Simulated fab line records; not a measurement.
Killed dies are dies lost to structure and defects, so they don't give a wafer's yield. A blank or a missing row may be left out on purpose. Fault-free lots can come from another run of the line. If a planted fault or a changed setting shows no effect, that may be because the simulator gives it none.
Tool commonality check    flow sky130    13 lots and 39 wafers in the sample

## THE REASON FOR OPENING IT
3 of 13 lots carry a flag on the reading FIELD_ISO_CVD_24_THK at SKY_FIELD_ISO_THK_MEAS_25. Wafers without a fault read 597 nm, standard deviation 5.8.
Rule: a lot is flagged when every wafer of it that has a number lies more than 4 standard deviations from that mean, or none has a number. The other lots count as sound.

lot   measured     on             FIELD_ISO_CVD_24_THK (nm), wafer by wafer  flag
L791  day 2 06:01  film metro-02  603 604 607                                
L792  day 2 14:25  film metro-01  599 598 597                                
L793  day 2 17:43  film metro-02  602 598 607                                
L795  day 3 06:47  film metro-04  592 593 591                                
L797  day 3 16:28  film metro-04  596 594 593                                
L798  day 3 22:14  film metro-01  598 602 598                                
L800  day 4 07:40  film metro-04  603 602 607                                
L801  day 4 10:46  film metro-01  375 387 374                                FLAGGED
L802  day 4 18:58  film metro-02  382 373 380                                FLAGGED
L803  day 4 23:58  film metro-02  586 593 593                                
L804  day 5 05:34  film metro-02  380 376 380                                FLAGGED
L805  day 5 08:59  film metro-01  583 588 585                                
L813  day 7 02:38  film metro-04  595 597 597                                
The numbers of the flagged lots are 379 nm on average: -218 nm against the usual, or -38 standard deviations.

## LOT BY LOT: THE TOOL USED
The record holds 1 process step before the reading, out of a route of 708 steps. Each cell gives the tool, then ch followed by the chambers the sampled wafers passed through, then the start.
lot   flag     SKY_FIELD_ISO_CVD_24
L791           hdpcvd-01 ch 0,1,2, day 2 05:57
L792           hdpcvd-01 ch 0,2, day 2 14:20
L793           hdpcvd-01 ch 1,2, day 2 17:38
L795           hdpcvd-02 ch 0,1,2, day 3 06:42
L797           hdpcvd-01 ch 0,1,2, day 3 16:23
L798           hdpcvd-02 ch 1,2, day 3 22:09
L800           hdpcvd-02 ch 0,1,2, day 4 07:36
L801  FLAGGED  hdpcvd-02 ch 1,2, day 4 10:40
L802  FLAGGED  hdpcvd-02 ch 0,2, day 4 18:53
L803           hdpcvd-01 ch 1,2, day 4 23:54
L804  FLAGGED  hdpcvd-02 ch 1,2, day 5 05:29
L805           hdpcvd-01 ch 1,2, day 5 08:53
L813           hdpcvd-01 ch 0,1, day 7 02:32
What the steps here do:
- SKY_FIELD_ISO_CVD_24: deposits SiO2, target thk 595 nm, time 99.2 s.
- SKY_FIELD_ISO_THK_MEAS_25

## FLAGGED OVER TOTAL, TOOL BY TOOL (the gauges that took the reading come last)
step                       tool           lots run  flagged  share of the flagged lots  sound lots run after its first flagged lot
SKY_FIELD_ISO_CVD_24       hdpcvd-01      7         0        none                       -
SKY_FIELD_ISO_CVD_24       hdpcvd-02      6         3        all                        0
SKY_FIELD_ISO_THK_MEAS_25  film metro-01  4         1        some                       1 (L805)
SKY_FIELD_ISO_THK_MEAS_25  film metro-02  5         2        some                       1 (L803)
SKY_FIELD_ISO_THK_MEAS_25  film metro-04  4         0        none                       -

## WHAT THE TABLE ALLOWS
1 row of the table ran every flagged lot: hdpcvd-02 at SKY_FIELD_ISO_CVD_24.
- hdpcvd-02 at SKY_FIELD_ISO_CVD_24: 3 of its 6 lots flagged. It ran its last sound lot, L800, at day 4 07:36 and its first flagged lot, L801, at day 4 10:40: a fault with its onset between the two fits.
hdpcvd-02 at SKY_FIELD_ISO_CVD_24 is the single tool remaining.

## WHAT WAS PUT IN BY THE SIMULATOR
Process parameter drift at SKY_FIELD_ISO_CVD_24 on hdpcvd-02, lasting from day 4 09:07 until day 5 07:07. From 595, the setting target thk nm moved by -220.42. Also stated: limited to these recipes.
Struck lots among those shown: L801, L802, L804. The same result came from the rule above.
